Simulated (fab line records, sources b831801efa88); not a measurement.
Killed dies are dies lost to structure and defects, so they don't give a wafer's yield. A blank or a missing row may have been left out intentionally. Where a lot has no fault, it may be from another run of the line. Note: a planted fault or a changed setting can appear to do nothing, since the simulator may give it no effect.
Which tool is to blame? | flow gf180mcu | 42 wafers from 14 lots sampled at 4 of the route's 602 steps

## WHAT THE GAUGES READ, wafer by wafer
The record holds no reading of a measuring or inspecting step that can be judged against a usual standard deviation.

## WHAT TOOL EACH LOT RAN ON (gives the tool, then ch and the chambers of the sampled wafers, and finally the start)
lot  | GF_M2_SPUTTER_01            | GF_M2_METAL_ETCH_16              | GF_V2_PEB_12                     | GF_M3_SPUTTER_00
L280 | pvdSputter-03, day 18 13:11 | rieMetal-03 ch 1, day 19 13:49   | lithoTrack-01 ch 0, day 20 14:53 | pvdSputter-04, day 20 16:45
L283 | pvdSputter-04, day 19 17:47 | rieMetal-01 ch 0, day 20 18:47   | lithoTrack-03 ch 0, day 21 19:38 | pvdSputter-03, day 21 21:28
L284 | pvdSputter-04, day 20 04:14 | rieMetal-03 ch 0,1, day 21 04:30 | lithoTrack-03 ch 0, day 22 05:09 | pvdSputter-03, day 22 07:01
L285 | pvdSputter-03, day 20 10:43 | rieMetal-03 ch 0,1, day 21 10:47 | lithoTrack-01 ch 0, day 22 11:16 | pvdSputter-02, day 22 13:06
L287 | pvdSputter-03, day 21 06:58 | rieMetal-02 ch 0,1, day 22 06:42 | lithoTrack-02 ch 0, day 23 06:22 | pvdSputter-04, day 23 08:16
L288 | pvdSputter-01, day 21 20:31 | rieMetal-01 ch 0,1, day 22 20:24 | lithoTrack-01, day 23 20:02      | -
L289 | pvdSputter-03, day 22 01:27 | rieMetal-02 ch 0,1, day 23 00:30 | lithoTrack-02, day 23 23:55      | -
L290 | pvdSputter-01, day 22 13:31 | rieMetal-03 ch 0,1, day 23 13:22 | lithoTrack-01 ch 0, day 24 11:50 | pvdSputter-04, day 24 13:42
L294 | pvdSputter-03, day 23 15:15 | rieMetal-01 ch 0,1, day 24 13:47 | lithoTrack-01 ch 0, day 25 12:23 | pvdSputter-02, day 25 14:15
L295 | pvdSputter-01, day 23 22:19 | rieMetal-03 ch 0,1, day 24 20:46 | lithoTrack-03 ch 0, day 25 19:42 | pvdSputter-02, day 25 21:28
L296 | pvdSputter-04, day 24 13:13 | rieMetal-02 ch 0,1, day 25 11:33 | lithoTrack-01 ch 0, day 26 09:26 | pvdSputter-02, day 26 11:23
L297 | pvdSputter-03, day 24 15:49 | rieMetal-01 ch 0,1, day 25 13:45 | lithoTrack-03 ch 0, day 26 12:02 | pvdSputter-04, day 26 13:52
L301 | pvdSputter-03, day 25 18:20 | rieMetal-03 ch 0,1, day 26 15:19 | lithoTrack-01 ch 0, day 27 12:52 | pvdSputter-03, day 27 14:42
L302 | pvdSputter-04, day 26 08:59 | rieMetal-03 ch 0,1, day 27 06:28 | lithoTrack-01 ch 0, day 28 03:59 | pvdSputter-02, day 28 06:00
- GF_M2_SPUTTER_01: material TiN, target thk 30 nm, time 25 s.
- GF_M2_METAL_ETCH_16: etches the open film in Cl2/BCl3, stops on SiO2, target depth 750.8 nm, time 125.1 s.
- GF_V2_PEB_12: peb time 90 s.
- GF_M3_SPUTTER_00: material Ti, target thk 37.5 nm, time 150 s.

## AS READ BY THE TOOLS THEMSELVES (means over the sampled wafers that have a number; for cases with no such wafer, the mark the record gives instead)
GF_M2_SPUTTER_01.
lot  | tool          | throttleValvePct (%)
L280 | pvdSputter-03 | 30.6
L283 | pvdSputter-04 | 29.4
L284 | pvdSputter-04 | 30.3
L285 | pvdSputter-03 | 30.4
L287 | pvdSputter-03 | 29.9
L288 | pvdSputter-01 | 28.8
L289 | pvdSputter-03 | 30.9
L290 | pvdSputter-01 | 28.7
L294 | pvdSputter-03 | 31.2
L295 | pvdSputter-01 | 29.5
L296 | pvdSputter-04 | 29.5
L297 | pvdSputter-03 | 30.8
L301 | pvdSputter-03 | 29.4
L302 | pvdSputter-04 | 29.5

GF_M2_METAL_ETCH_16.
lot  | tool        | drypumpMotorCurrentA (A) | oesProductAu (a.u.) | throttleValvePct (%)
L280 | rieMetal-03 | 6.1                      | 0.983               | 28.230
L283 | rieMetal-01 | 5.3                      | 0.983               | 28.241
L284 | rieMetal-03 | 5.9                      | 0.992               | 28.230
L285 | rieMetal-03 | 6.0                      | 0.992               | 28.218
L287 | rieMetal-02 | 6.3                      | 0.991               | 28.232
L288 | rieMetal-01 | 5.6                      | 0.991               | 28.230
L289 | rieMetal-02 | 6.3                      | 0.993               | 28.239
L290 | rieMetal-03 | 5.9                      | 0.993               | 28.224
L294 | rieMetal-01 | 6.0                      | 0.992               | 28.229
L295 | rieMetal-03 | 6.0                      | 0.990               | 28.218
L296 | rieMetal-02 | 6.2                      | 0.988               | 28.236
L297 | rieMetal-01 | 5.7                      | 0.994               | 28.231
L301 | rieMetal-03 | 6.0                      | 0.986               | 28.229
L302 | rieMetal-03 | 5.9                      | 0.988               | 28.219

GF_V2_PEB_12.
lot  | tool          | chillPlateTempC (C) | exhaustPa (Pa)
L280 | lithoTrack-01 | 23.00               | 45.4
L283 | lithoTrack-03 | 22.99               | 45.9
L284 | lithoTrack-03 | 22.93               | 46.5
L285 | lithoTrack-01 | 23.08               | 44.7
L287 | lithoTrack-02 | 22.86               | 45.3
L288 | lithoTrack-01 | -                   | -
L289 | lithoTrack-02 | -                   | -
L290 | lithoTrack-01 | 22.89               | 44.0
L294 | lithoTrack-01 | 22.97               | 45.4
L295 | lithoTrack-03 | 23.11               | 45.0
L296 | lithoTrack-01 | 22.94               | 44.1
L297 | lithoTrack-03 | 23.00               | 46.1
L301 | lithoTrack-01 | 23.11               | 45.2
L302 | lithoTrack-01 | 23.06               | 43.6

GF_M3_SPUTTER_00.
lot  | tool          | throttleValvePct (%)
L280 | pvdSputter-04 | 29.0
L283 | pvdSputter-03 | 29.9
L284 | pvdSputter-03 | 29.4
L285 | pvdSputter-02 | 30.4
L287 | pvdSputter-04 | 29.9
L290 | pvdSputter-04 | 29.0
L294 | pvdSputter-02 | 29.5
L295 | pvdSputter-02 | 30.4
L296 | pvdSputter-02 | 30.1
L297 | pvdSputter-04 | 29.3
L301 | pvdSputter-03 | 30.6
L302 | pvdSputter-02 | 29.7

## THE ANSWER, worked out from the rows above alone
Rule: what is usual is taken from the lots themselves. Put in order of their means at a reading, lots are off if they are a third of the lots or fewer, leave a main group of 4 or more, and stand apart from it by a gap of 3 or more times the standard deviation of the main group's means; of several such gaps the widest counts. If all means in a main group match to the digits the tables above print for the reading, that group is not used. A lot without any number at a reading at which 4 lots or more have one is off too. Where the step has rows for the other lots, those lots are counted as sound. First the gauges in route order, then the tools' own readings, where a lot's mean is used as printed above. At the first step where some lot is off, the reading lying furthest off is the one used; lots without a number count as furthest.
Off, at GF_V2_PEB_12 on chillPlateTempC: L288, L289. Without a number there: L288, L289. Main group: mean 23.00 C, sd 0.079.
A tool fits if, at that step or a process step before it, it ran every lot that is off, and no sound lot after the first of them. Not one of the candidates tried fits.

## WHAT THE SIMULATOR PUT IN
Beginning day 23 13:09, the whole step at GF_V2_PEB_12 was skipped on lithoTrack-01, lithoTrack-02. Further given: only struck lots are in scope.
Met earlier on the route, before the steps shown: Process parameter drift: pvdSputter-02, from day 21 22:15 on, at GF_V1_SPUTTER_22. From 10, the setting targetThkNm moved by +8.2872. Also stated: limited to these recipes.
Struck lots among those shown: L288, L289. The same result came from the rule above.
